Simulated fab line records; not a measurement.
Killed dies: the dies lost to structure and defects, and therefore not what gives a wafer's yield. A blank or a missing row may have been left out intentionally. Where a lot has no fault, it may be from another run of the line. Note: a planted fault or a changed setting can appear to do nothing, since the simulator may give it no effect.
fab line records | flow gf180mcu | part 1 of 2: steps 1 to 31 of 40
record: lots: 5 wafers: 15 last-day: 34
route steps=602 shown M1@319 V1@335
lots untouched by any fault: they come from a run of this same line in which no faults occurred
start-h: the number of hours between the record's first day and the start of the first shown wafer of the lot | wait-h: hours from the lot's prior step to this one | " same as the row above | L1.1+2: a row that stands for several wafers | - no value present, or no start provided | * or withheld: withheld | < > ~ a bound
route shown NAME@n: names a module that has steps shown in the file, with the first one's number in the route | usual: the fault-free wafers' mean and standard deviation | same: alike in all rows | chamber/n: place in a boat | sites: per-site readings | _std_site: how widely they spread, as a standard deviation | _edge_site: inner sites' mean taken away from outer sites' mean | radius-mm: how far each site lies from the wafer's centre | mask NAME#n: copy n | behind: the last tool/chamber to shape the wafer | hold: reason for holding the lot/hours on hold/outcome of the hold | device: transistor that didn't switch, given as n, p or np | end of line: at the end of the route, the tests of the same wafers | for a step that has no rows: nothing shown but its recipe | killed: not the wafer's yield, but the dies lost to structure and defects at the first sort | map: a wafer's dies, marking killed ones x, the rest . and places with no die _
set.NAME: the run value of the setting; set.NAME@STEP: its run value at that earlier step | model.NAME: the simulator's own value behind a step, which no gauge read
certain route steps with their lots: each step a table, each wafer a row
services: from which hour (start-h, from the record's first day; less than 0 if before it) a tool's chamber was out of use, for how many hours, and why
== steps ==
step: GF_M1_SPUTTER_04
recipe: material: TiN target-thk-nm: 50 power-w: 6500 time-s: 41.7 chamber-pressure-pa: 0.4
usual: throttle-valve-pct: 30.1/0.82
columns lot.wafer tool chamber start-h wait-h throttle-valve-pct
L074.1 pvd-sputter-04 - 359.64 0.0 29.7
L074.4 " - " " 29.7
L074.5 " - " " 29.7
L077.1 pvd-sputter-02 - 385.86 0.0 28.0
L077.2 " - " " 31.0
L077.6 " - " " 31.2
L087.3 pvd-sputter-03 - 481.13 0.0 29.4
L087.4 " - " " 31.0
L087.6 " - " " 31.1
L089.1 pvd-sputter-04 - 495.17 0.0 29.8
L089.2 " - " " 29.5
L089.6 " - " " 29.8
L096.1 pvd-sputter-02 - 550.61 0.0 30.3
L096.2 " - " " 30.9
L096.6 " - " " 28.4
step: GF_M1_RS_MEAS_05
recipe: thk-meas-gauge: four-point-probe reads: TiN_of_M1_SPUTTER_04+Ti_of_M1_SPUTTER_03+AlCu_of_M1_SPUTTER_02+TiN_of_M1_SPUTTER_01+Ti_of_M1_SPUTTER_00
usual: M1_ALCU_RS: 0.0694/0.00093
columns lot.wafer tool chamber start-h wait-h M1_ALCU_RS[ohm/sq]
L074.1 film-metro-03 - 359.68 0.0 0.0693
L074.4 " - " " 0.0702
L074.5 " - " " 0.0695
L077.1 film-metro-01 - 385.90 0.0 0.0687
L077.2 " - " " 0.0692
L077.6 " - " " 0.0701
L087.3 film-metro-01 - 481.21 0.1 0.0715
L087.4 " - " " 0.0690
L087.6 " - " " 0.0704
L089.1 film-metro-01 - 495.21 0.0 0.0691
L089.2 " - " " 0.0708
L089.6 " - " " 0.0707
L096.1 film-metro-03 - 550.65 0.0 0.0693
L096.2 " - " " 0.0693
L096.6 " - " " 0.0690
step: GF_M1_THK_MEAS_06
recipe: thk-meas-gauge: xrf reads: AlCu_of_M1_SPUTTER_02
usual: M1_ALCU_THK: 450/6.5
columns lot.wafer tool chamber start-h wait-h M1_ALCU_THK[nm]
L074.1 film-metro-03 - 359.80 0.1 448
L074.4 " - " " 441
L074.5 " - " " 449
L077.1 film-metro-01 - 386.02 0.1 454
L077.2 " - " " 453
L077.6 " - " " 446
L087.3 film-metro-01 - 481.31 0.1 439
L087.4 " - " " 452
L087.6 " - " " 442
L089.1 film-metro-01 - 495.33 0.1 452
L089.2 " - " " 443
L089.6 " - " " 444
L096.1 film-metro-03 - 550.77 0.1 449
L096.2 " - " " 450
L096.6 " - " " 451
step: GF_M1_DEHYDRATE_07
recipe: temp-c: 200 time-s: 60
usual: heater-power-total-W: 160.38/0.13
columns lot.wafer tool chamber start-h wait-h heater-power-total-W
L074.1 litho-track-03 0 370.19 10.4 160.36
L074.4 " 0 " " 160.25
L074.5 " 0 " " 160.47
L077.1 litho-track-02 0 396.84 10.8 160.40
L077.2 " 0 " " 160.23
L077.6 " 0 " " 160.54
L087.3 litho-track-04 0 492.80 11.5 160.34
L087.4 " 0 " " 160.20
L087.6 " 0 " " 160.47
L089.1 litho-track-02 0 505.78 10.4 160.32
L089.2 " 0 " " 160.53
L089.6 " 0 " " 160.26
L096.1 litho-track-03 0 561.08 10.3 160.21
L096.2 " 0 " " 160.31
L096.6 " 0 " " 160.28
step: GF_M1_HMDS_08
recipe: prime-time-s: 60 prime-temp-c: 120
columns lot.wafer tool chamber start-h wait-h
L074.1+4+5 litho-track-03 0 370.34 0.1
L077.1+2+6 litho-track-02 0 396.99 0.1
L087.3+4+6 litho-track-04 0 492.95 0.1
L089.1+2+6 litho-track-02 0 505.93 0.1
L096.1+2+6 litho-track-03 0 561.23 0.1
step: GF_M1_COAT_09
recipe: resist: KrF spin-rpm: withheld resist-thk-nm: 1000
columns lot.wafer tool chamber start-h wait-h
L074.1+4+5 litho-track-03 0 370.49 0.1
L077.1+2+6 litho-track-02 0 397.14 0.1
L087.3+4+6 litho-track-04 0 493.10 0.1
L089.1+2+6 litho-track-02 0 506.08 0.1
L096.1+2+6 litho-track-03 0 561.38 0.1
step: GF_M1_SOFTBAKE_10
recipe: temp-c: 130 time-s: 60 resist: KrF
usual: heater-power-total-W: 93.05/0.057
columns lot.wafer tool chamber start-h wait-h heater-power-total-W
L074.1 litho-track-03 0 370.64 0.1 93.02
L074.4 " 0 " " 93.01
L074.5 " 0 " " 92.97
L077.1 litho-track-02 0 397.29 0.1 93.05
L077.2 " 0 " " 93.03
L077.6 " 0 " " 93.10
L087.3 litho-track-04 0 493.25 0.1 93.04
L087.4 " 0 " " 93.05
L087.6 " 0 " " 93.07
L089.1 litho-track-02 0 506.23 0.1 93.08
L089.2 " 0 " " 93.04
L089.6 " 0 " " 93.07
L096.1 litho-track-03 0 561.53 0.1 92.93
L096.2 " 0 " " 93.04
L096.6 " 0 " " 92.98
step: GF_M1_EXPOSE_11
recipe: mask-id: Metal1 target-cd-nm: 230 na: 0.68 source-shape: conventional sigma-outer: 0.6 dose-mj: 28
columns lot.wafer tool chamber start-h wait-h mask
L074.1+4+5 krf-scanner-02 0 - - Metal1#0
L077.1+2+6 krf-scanner-01 0 - - Metal1#0
L087.3+4+6 krf-scanner-02 0 - - Metal1#0
L089.1+2+6 krf-scanner-01 0 - - Metal1#0
L096.1+2+6 krf-scanner-02 0 - - Metal1#0
step: GF_M1_PEB_12
recipe: peb-temp-c: 135 peb-time-s: 90 resist: KrF
usual: heater-power-total-W: 85.69/0.084
columns lot.wafer tool chamber start-h wait-h heater-power-total-W
L074.1 litho-track-02 0 - - 85.65
L074.4 " 0 " " 85.62
L074.5 " 0 " " 85.92
L077.1 litho-track-03 0 - - 85.68
L077.2 " 0 " " 85.62
L077.6 " 0 " " 85.64
L087.3 litho-track-02 0 - - 85.67
L087.4 " 0 " " 85.52
L087.6 " 0 " " 85.70
L089.1 litho-track-04 0 - - 85.84
L089.2 " 0 " " 85.68
L089.6 " 0 " " 85.63
L096.1 litho-track-03 0 - - 85.65
L096.2 " 0 " " 85.75
L096.6 " 0 " " 85.73
step: GF_M1_DEVELOP_13
recipe: develop-time-s: 60 dev-temp-c: 21
columns lot.wafer tool chamber start-h wait-h
L074.1+4+5 litho-track-02 0 382.04 0.2
L077.1+2+6 litho-track-03 0 408.54 0.2
L087.3+4+6 litho-track-02 0 505.03 0.1
L089.1+2+6 litho-track-04 0 517.60 0.2
L096.1+2+6 litho-track-03 0 572.33 0.2
step: GF_M1_CD_MEAS_14
recipe: target-cd-nm: 230
usual: cd-nm: 230.4/1.4
columns lot.wafer tool chamber start-h wait-h cd-nm
L074.1 cd-sem-02 - 382.19 0.1 231.3
L074.4 " - " " 232.4
L074.5 " - " " 232.1
L077.1 cd-sem-02 - 408.69 0.1 229.6
L077.2 " - " " 228.7
L077.6 " - " " 228.2
L087.3 cd-sem-01 - 505.17 0.1 228.9
L087.4 " - " " 231.9
L087.6 " - " " 230.9
L089.1 cd-sem-01 - 517.75 0.1 232.5
L089.2 " - " " 232.8
L089.6 " - " " 231.8
L096.1 cd-sem-01 - 572.48 0.1 230.7
L096.2 " - " " 229.0
L096.6 " - " " 231.2
step: GF_M1_OVL_MEAS_15
usual: M1_OVL: -2/4.9
columns lot.wafer tool chamber start-h wait-h M1_OVL[nm]
L074.1 overlay-01 - 382.31 0.1 8
L074.4 " - " " 3
L074.5 " - " " 2
L077.1 overlay-01 - 408.81 0.1 -10
L077.2 " - " " 1
L077.6 " - " " 2
L087.3 overlay-01 - 505.27 0.1 -6
L087.4 " - " " -7
L087.6 " - " " -2
L089.1 overlay-01 - 517.87 0.1 1
L089.2 " - " " -1
L089.6 " - " " 1
L096.1 overlay-02 - 572.60 0.1 -2
L096.2 " - " " 1
L096.6 " - " " 1
step: GF_M1_METAL_ETCH_16
recipe: chemistry: Cl2/BCl3 mask-material: KrF target-depth-nm: 750.8 stop-on: SiO2 pressure-mtorr: 8 icp-w: 800 bias-w: 140 Cl2_flow_sccm: 80 bcl3-flow-sccm: 40 time-s: 125.1
usual: drypump-motor-current-A: 5.6/0.52 oes-product-au: 0.990/0.0068 throttle-valve-pct: 28.229/0.011
columns lot.wafer tool chamber start-h wait-h drypump-motor-current-A oes-product-au rf-hours-counter-h throttle-valve-pct
L074.1 rie-metal-03 0 382.34 0.0 6.2 0.992 9 28.235
L074.4 " 1 " " 4.8 0.993 - 28.222
L074.5 " 0 " " 6.1 0.992 - 28.214
L077.1 rie-metal-04 0 408.84 0.0 5.9 0.994 10 28.239
L077.2 " 1 " " 6.0 0.987 11 28.226
L077.6 " 1 " " 6.0 0.986 - 28.222
L087.3 rie-metal-03 0 505.33 0.1 6.2 0.990 - 28.230
L087.4 " 1 " " 4.8 0.989 - 28.220
L087.6 " 1 " " 4.8 0.994 - 28.252
L089.1 rie-metal-03 0 517.91 0.0 6.2 0.998 12 28.210
L089.2 " 1 " " 4.8 0.990 6 28.224
L089.6 " 1 " " 4.8 0.999 - 28.209
L096.1 rie-metal-03 1 572.64 0.0 4.8 0.984 9 28.223
L096.2 " 0 " " 6.1 0.976 0 28.234
L096.6 " 1 " " 4.8 0.996 - 28.228
step: GF_M1_STRIP_17
recipe: chemistry: O2/N2 power-w: 1400 pressure-mtorr: 1500 platen-temp-c: 250 o2-flow-sccm: 3000 n2-flow-sccm: 300 overash-fraction: 0.5
usual: drypump-motor-current-A: 5.82/0.17 heater-power-w: 338/17 oes-product-au: 0.538/0.005 strip-time-to-endpoint-s: 7.40/0.058
columns lot.wafer tool chamber start-h wait-h drypump-motor-current-A heater-power-w oes-product-au rf-hours-counter-h strip-time-to-endpoint-s
L074.1 plasma-asher-02 0 382.47 0.1 5.55 331 0.537 74 7.39
L074.4 " 1 " " 5.31 306 0.546 - 7.42
L074.5 " 1 " " 5.30 316 0.541 - 7.40
L077.1 plasma-asher-04 0 408.97 0.1 5.97 331 0.536 29 7.39
L077.2 " 1 " " 5.60 323 0.536 29 7.37
L077.6 " 1 " " 5.65 338 0.538 - 7.37
L087.3 plasma-asher-03 0 505.45 0.1 5.91 370 0.532 - 7.29
L087.4 " 1 " " 5.92 329 0.531 - 7.37
L087.6 " 1 " " 5.91 335 0.537 - 7.39
L089.1 plasma-asher-02 1 518.04 0.1 5.24 308 0.524 9 7.35
L089.2 " 0 " " 5.54 341 0.541 9 7.37
L089.6 " 1 " " 5.27 306 0.541 - 7.37
L096.1 plasma-asher-03 0 572.77 0.1 5.89 367 0.539 83 7.44
L096.2 " 1 " " 5.89 340 0.545 83 7.52
L096.6 " 0 " " 5.90 363 0.543 - 7.43
step: GF_M1_STRIP_18
recipe: chemistry: post-etch-residue-remover time-s: 1200 temp-c: 72.5
columns lot.wafer tool chamber start-h wait-h
L074.1+4+5 wet-bench-04 2 382.57 0.1
L077.1+2+6 wet-bench-04 3 409.07 0.1
L087.3+4+6 wet-bench-02 3 505.52 0.0
L089.1+2+6 wet-bench-04 0 518.14 0.1
L096.1+2+6 wet-bench-04 1 572.87 0.1
step: GF_M1_CLEAN_19
recipe: chemistry: DIW dry: n2-spin
columns lot.wafer tool chamber start-h wait-h
L074.1+4+5 wet-bench-03 1 382.91 0.0
L077.1+2+6 wet-bench-03 2 409.41 0.0
L087.3+4+6 wet-bench-03 3 505.89 0.0
L089.1+2+6 wet-bench-02 3 518.48 0.0
L096.1+2+6 wet-bench-02 1 573.21 0.0
step: GF_V1_CVD_00
recipe: material: SiO2 target-thk-nm: 600 sigma-open-frac: 0.3 temp-c: 400 time-s: 100 sih4-flow-sccm: 60 pressure-mtorr: 6
usual: pressure-mtorr: 6.000/0.013
columns lot.wafer tool chamber start-h wait-h pressure-mtorr
L074.1 hdpcvd-01 1 383.00 0.0 6.002
L074.4 " 1 " " 6.005
L074.5 " 0 " " 6.000
L077.1 hdpcvd-02 2 409.51 0.0 6.000
L077.2 " 1 " " 6.016
L077.6 " 1 " " 6.026
L087.3 hdpcvd-02 2 505.98 0.0 5.983
L087.4 " 2 " " 6.000
L087.6 " 0 " " 5.979
L089.1 hdpcvd-01 1 518.58 0.0 6.006
L089.2 " 2 " " 5.994
L089.6 " 2 " " 5.997
L096.1 hdpcvd-01 1 573.31 0.0 6.012
L096.2 " 0 " " 6.001
L096.6 " 0 " " 5.990
step: GF_V1_THK_MEAS_01
recipe: reads: SiO2_of_V1_CVD_00
usual: V1_CVD_00_THK: 596/6
columns lot.wafer tool chamber start-h wait-h V1_CVD_00_THK[nm]
L074.1 film-metro-02 - 383.08 0.0 591
L074.4 " - " " 596
L074.5 " - " " 605
L077.1 film-metro-03 - 409.58 0.0 595
L077.2 " - " " 594
L077.6 " - " " 593
L087.3 film-metro-01 - 506.08 0.1 602
L087.4 " - " " 606
L087.6 " - " " 590
L089.1 film-metro-03 - 518.65 0.0 597
L089.2 " - " " 593
L089.6 " - " " 591
L096.1 film-metro-03 - 573.38 0.0 601
L096.2 " - " " 598
L096.6 " - " " 593
step: GF_V1_CVD_02
recipe: material: SiO2 target-thk-nm: 850 precursor: TEOS temp-c: 400 time-s: 94.851 rf-w: 600
usual: heater-power-w: 678/72
columns lot.wafer tool chamber start-h wait-h heater-power-w
L074.1 pecvd-02 0 383.14 0.1 681
L074.4 " 2 " " 787
L074.5 " 0 " " 703
L077.1 pecvd-03 2 409.64 0.1 668
L077.2 " 1 " " 680
L077.6 " 2 " " 711
L087.3 pecvd-04 2 506.12 0.0 812
L087.4 " 0 " " 535
L087.6 " 2 " " 668
L089.1 pecvd-03 1 518.71 0.1 581
L089.2 " 0 " " 673
L089.6 " 1 " " 647
L096.1 pecvd-04 0 573.44 0.1 654
L096.2 " 2 " " 839
L096.6 " 1 " " 766
step: GF_V1_THK_MEAS_03
recipe: reads: SiO2_of_V1_CVD_02
usual: V1_CVD_02_THK: 849/12
columns lot.wafer tool chamber start-h wait-h V1_CVD_02_THK[nm]
L074.1 film-metro-02 - 383.21 0.0 822
L074.4 " - " " 858
L074.5 " - " " 836
L077.1 film-metro-02 - 409.71 0.0 842
L077.2 " - " " 847
L077.6 " - " " 855
L087.3 film-metro-02 - 506.20 0.1 841
L087.4 " - " " 851
L087.6 " - " " 845
L089.1 film-metro-02 - 518.78 0.0 854
L089.2 " - " " 844
L089.6 " - " " 860
L096.1 film-metro-01 - 573.51 0.0 866
L096.2 " - " " 846
L096.6 " - " " 875
step: GF_V1_CMP_04
recipe: material: SiO2 down-force-psi: 4 platen-rpm: 60 pad-velocity-m-s: 0.94248
usual: motor-current-A: 12.0/0.74 slurry-filter-dp-kPa: 13.50/0.15 time-to-endpoint-s: 80/7.4
columns lot.wafer tool chamber start-h wait-h motor-current-A slurry-filter-dp-kPa time-to-endpoint-s
L074.1 cmp-01 0 383.32 0.1 13.1 13.70 64
L074.4 " 2 " " 13.1 13.40 80
L074.5 " 3 " " 11.6 13.49 72
L077.1 cmp-02 0 409.82 0.1 11.6 13.44 72
L077.2 " 2 " " 11.6 13.54 89
L077.6 " 0 " " 11.7 13.72 78
L087.4 cmp-01 1 506.24 0.0 11.3 13.34 77
L087.3 " 3 " " 11.6 13.59 80
L087.6 " 1 " " 10.8 13.41 75
L089.2 cmp-01 2 518.84 0.0 12.3 13.64 81
L089.1 " 1 " " 11.3 13.50 76
L089.6 " 3 " " 11.5 13.56 83
L096.1 cmp-02 1 573.57 0.1 12.1 13.55 91
L096.2 " 3 " " 11.4 13.61 86
L096.6 " 2 " " 11.7 13.13 98
step: GF_V1_BOW_MEAS_05
recipe: mode: bow
usual: V1_BOW: 81/7.6
columns lot.wafer tool chamber start-h wait-h V1_BOW[um]
L074.1 film-metro-02 - 383.57 0.2 83
L074.4 " - " " 79
L074.5 " - " " 76
L077.1 film-metro-02 - 410.07 0.2 68
L077.2 " - " " 69
L077.6 " - " " 95
L087.3 film-metro-02 - 506.58 0.2 70
L087.4 " - " " 75
L087.6 " - " " 71
L089.1 film-metro-03 - 519.14 0.1 71
L089.2 " - " " 83
L089.6 " - " " 75
L096.1 film-metro-02 - 573.87 0.2 79
L096.2 " - " " 84
L096.6 " - " " 66
step: GF_V1_DEHYDRATE_06
recipe: temp-c: 200 time-s: 60
usual: heater-power-total-W: 160.39/0.13
columns lot.wafer tool chamber start-h wait-h heater-power-total-W
L074.1 litho-track-04 0 394.61 11.0 160.37
L074.4 " 0 " " 160.28
L074.5 " 0 " " 160.34
L077.1 litho-track-01 0 421.61 11.5 160.48
L077.2 " 0 " " 160.45
L077.6 " 0 " " 160.39
L087.3 litho-track-02 0 517.73 11.1 160.50
L087.4 " 0 " " 160.42
L087.6 " 0 " " 160.34
L089.1 litho-track-04 0 530.15 11.0 160.35
L089.2 " 0 " " 160.48
L089.6 " 0 " " 160.53
L096.1 litho-track-02 0 583.68 9.8 160.30
L096.2 " 0 " " 160.19
L096.6 " 0 " " 160.41
step: GF_V1_HMDS_07
recipe: prime-time-s: 60 prime-temp-c: 120
columns lot.wafer tool chamber start-h wait-h
L074.1+4+5 litho-track-04 0 394.76 0.1
L077.1+2+6 litho-track-01 0 421.76 0.1
L087.3+4+6 litho-track-02 0 517.88 0.1
L089.1+2+6 litho-track-04 0 530.30 0.1
L096.1+2+6 litho-track-02 0 583.83 0.1
step: GF_V1_COAT_08
recipe: resist: BARC temp-c: withheld time-s: withheld spin-rpm: withheld resist-thk-nm: withheld
columns lot.wafer tool chamber start-h wait-h
L074.1+4+5 litho-track-04 0 394.91 0.1
L077.1+2+6 litho-track-01 0 421.91 0.1
L087.3+4+6 litho-track-02 0 518.03 0.1
L089.1+2+6 litho-track-04 0 530.45 0.1
L096.1+2+6 litho-track-02 0 583.98 0.1
step: GF_V1_COAT_09
recipe: resist: KrF spin-rpm: withheld resist-thk-nm: 1000
columns lot.wafer tool chamber start-h wait-h
L074.1+4+5 litho-track-04 0 - -
L077.1+2+6 litho-track-01 0 - -
L087.3+4+6 litho-track-02 0 - -
L089.1+2+6 litho-track-04 0 - -
L096.1+2+6 litho-track-02 0 - -
step: GF_V1_SOFTBAKE_10
recipe: temp-c: 130 time-s: 60 resist: KrF
usual: heater-power-total-W: 93.06/0.06
columns lot.wafer tool chamber start-h wait-h heater-power-total-W
L074.1 litho-track-04 0 - - 93.12
L074.4 " 0 " " 93.00
L074.5 " 0 " " 93.08
L077.1 litho-track-01 0 - - 93.08
L077.2 " 0 " " 93.07
L077.6 " 0 " " 93.02
L087.3 litho-track-02 0 - - 92.99
L087.4 " 0 " " 93.11
L087.6 " 0 " " 93.12
L089.1 litho-track-04 0 - - 93.07
L089.2 " 0 " " 93.08
L089.6 " 0 " " 93.08
L096.1 litho-track-02 0 - - 93.10
L096.2 " 0 " " 93.08
L096.6 " 0 " " 93.05
step: GF_V1_EXPOSE_11
recipe: mask-id: Via1 target-cd-nm: 260 na: 0.68 source-shape: conventional sigma-outer: 0.6 dose-mj: 38
columns lot.wafer tool chamber start-h wait-h mask
L074.1+4+5 krf-scanner-01 0 - - Via1#0
L077.1+2+6 krf-scanner-01 0 - - Via1#0
L087.3+4+6 krf-scanner-02 0 - - Via1#0
L089.1+2+6 krf-scanner-02 0 - - Via1#0
L096.1+2+6 krf-scanner-02 0 - - Via1#0
step: GF_V1_PEB_12
recipe: peb-temp-c: 135 peb-time-s: 90 resist: KrF
usual: heater-power-total-W: 85.69/0.085
columns lot.wafer tool chamber start-h wait-h heater-power-total-W
L074.1 litho-track-02 0 - - 85.58
L074.4 " 0 " " 85.61
L074.5 " 0 " " 85.57
L077.1 litho-track-01 0 - - 85.72
L077.2 " 0 " " 85.81
L077.6 " 0 " " 85.81
L087.3 litho-track-01 0 - - 85.76
L087.4 " 0 " " 85.63
L087.6 " 0 " " 85.84
L089.1 litho-track-01 0 - - 85.56
L089.2 " 0 " " 85.75
L089.6 " 0 " " 85.61
L096.1 litho-track-01 0 - - 85.78
L096.2 " 0 " " 85.65
L096.6 " 0 " " 85.59
step: GF_V1_DEVELOP_13
recipe: develop-time-s: 60 resist: KrF dev-temp-c: 21
columns lot.wafer tool chamber start-h wait-h
L074.1+4+5 litho-track-02 0 407.28 0.2
L077.1+2+6 litho-track-01 0 434.11 0.2
L087.3+4+6 litho-track-01 0 529.71 0.1
L089.1+2+6 litho-track-01 0 541.86 0.2
L096.1+2+6 litho-track-01 0 594.60 0.2
step: GF_V1_CD_MEAS_14
recipe: target-cd-nm: 260
usual: cd-nm: 259.8/1.1
columns lot.wafer tool chamber start-h wait-h cd-nm
L074.1 cd-sem-01 - 407.43 0.1 261.3
L074.4 " - " " 260.9
L074.5 " - " " 261.3
L077.1 cd-sem-01 - 434.30 0.2 261.1
L077.2 " - " " 261.0
L077.6 " - " " 260.5
L087.3 cd-sem-02 - 529.85 0.1 258.8
L087.4 " - " " 259.4
L087.6 " - " " 258.3
L089.1 cd-sem-02 - 542.01 0.1 259.4
L089.2 " - " " 259.3
L089.6 " - " " 259.9
L096.1 cd-sem-02 - 594.75 0.1 259.0
L096.2 " - " " 258.6
L096.6 " - " " 258.9
